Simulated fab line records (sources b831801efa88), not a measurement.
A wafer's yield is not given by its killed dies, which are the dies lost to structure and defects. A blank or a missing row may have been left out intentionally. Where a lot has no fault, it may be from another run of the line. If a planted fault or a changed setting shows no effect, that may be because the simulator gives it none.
Struck lot and sound lot, side by side || flow sky130 || 15 out of 708 route steps
Sound: the wafers L422.1, L422.4, L422.6. Struck: wafers L430.1, L430.4 (left out: L430.3, a lot-mate that was not struck); the cause follows at the end.
Each step with rows lists, per side, the tool, then ch with its chambers, then its first start. Under that, the readings that differ: sound wafers || struck wafers || difference of the means || sigmas: that difference in standard deviations of wafers without a fault.
alike: same words and numbers on both sides, and readings whose means sit less than 2 such deviations apart. not compared: any withheld reading, any reading some wafer has no value for, any bound like >300 that may hide the same value, and any number with overlapping values for which the record gives no deviation.
Wherever a step has rows on one side only, a row that says differs or no value, or a row with sigmas, the two part there. When numbers do not overlap yet have no deviation, they are printed without sigmas and do not part them. A reading missing from all wafers of one side parts the sides only when that side holds two or more wafers.

first, 2 steps without rows for these wafers: SKY_VIA4_PEB_09; SKY_VIA4_DEVELOP_10 (develop time 60 s).
SKY_VIA4_OVL_MEAS_11:
  sound: overlay-01 at day 42 23:52; struck: overlay-01 at day 45 09:13
  alike: VIA4_OVL
SKY_VIA4_ETCH_12: etches SiO2 in C4F8/O2/Ar, stops on TiN, target depth 580 nm.
  sound on rie-diel-04 ch 1,2, day 42 23:55; struck on rie-diel-01 ch 0,3, day 45 09:15
  alike: oes-product-au
SKY_VIA4_STRIP_13: strips in O2/N2.
  sound on plasma-asher-01 ch 0,1, day 42 23:59; struck on plasma-asher-02 ch 0, day 45 09:19
  alike: drypump-motor-current-A, oes-product-au, strip-time-to-endpoint-s
  not compared: rf-hours-counter-h
then, 3 steps without rows for these wafers: SKY_VIA4_STRIP_14 (strips in post etch residue remover, time 1200 s); SKY_VIA4_CLEAN_15 (cleans in IPA, time 180 s); SKY_VIA4_CLEAN_16 (cleans in O3/DIW).
SKY_VIA4_SPUTTER_17: material TiN, target thk 20 nm, time 80 s.
  sound: pvd-sputter-04 at day 43 00:35; struck: pvd-sputter-04 at day 45 09:55
  alike: chamber-pressure-pa, throttle-valve-pct
SKY_VIA4_CVD_18: deposits W, target thk 505 nm, time 152.14 s.
  sound on cvd-w-01 ch 0,1, day 43 00:38; struck on cvd-w-02 ch 0,1, day 45 09:58
{"reading": "heater-power-w (W)", "sound": "876 860 865", "struck": "816 799", "difference": -60, "sigmas": -3}
  alike: heater-power-outer-w
SKY_VIA4_RS_MEAS_19: a four-point-probe measurement.
  sound: film-metro-01 at day 43 00:47; struck: film-metro-04 at day 45 10:10
  alike: VIA4_W_RS
SKY_VIA4_THK_MEAS_20: measures by xrf.
  sound: film-metro-01 at day 43 00:55; struck: film-metro-04 at day 45 10:17
  alike: VIA4_W_THK
SKY_VIA4_CMP_21: polishes, stops on SiO2, t overpolish 25 s, target thk 0 nm.
  sound on cmp-01 ch 2,3, day 43 00:58; struck on cmp-01 ch 0,2, day 45 10:21
{"reading": "overpolish-run-s (s)", "sound": "25.009 25.003 24.989", "struck": "0.042 0.042", "difference": -24.958, "sigmas": "-99 or more"}
{"reading": "time-to-endpoint-s (s)", "sound": "123 121 124", "struck": "192 189", "difference": "+68", "sigmas": "+16"}
  alike: motor-current-A
SKY_METAL5_SPUTTER_00: material Ti, target thk 15 nm, time 10 s.
  the record holds rows for the sound wafers here (pvd-sputter-03, day 43 01:16) but none for the struck ones
-- the record jumps here: 3 days lie between the struck wafers' starts before and after (it left off in module METAL5 and takes up again in module PAD_OPEN, whose first step shown is number 708 of the route) --
SKY_PAD_OPEN_PROBE_99:
  the record has rows for the struck wafers here (prober-01, day 48 04:30) and none for the sound ones

WHERE THEY PART
Earliest at SKY_VIA4_CVD_18; latest, in this record, at SKY_PAD_OPEN_PROBE_99.

WHY: the cause the simulator had injected
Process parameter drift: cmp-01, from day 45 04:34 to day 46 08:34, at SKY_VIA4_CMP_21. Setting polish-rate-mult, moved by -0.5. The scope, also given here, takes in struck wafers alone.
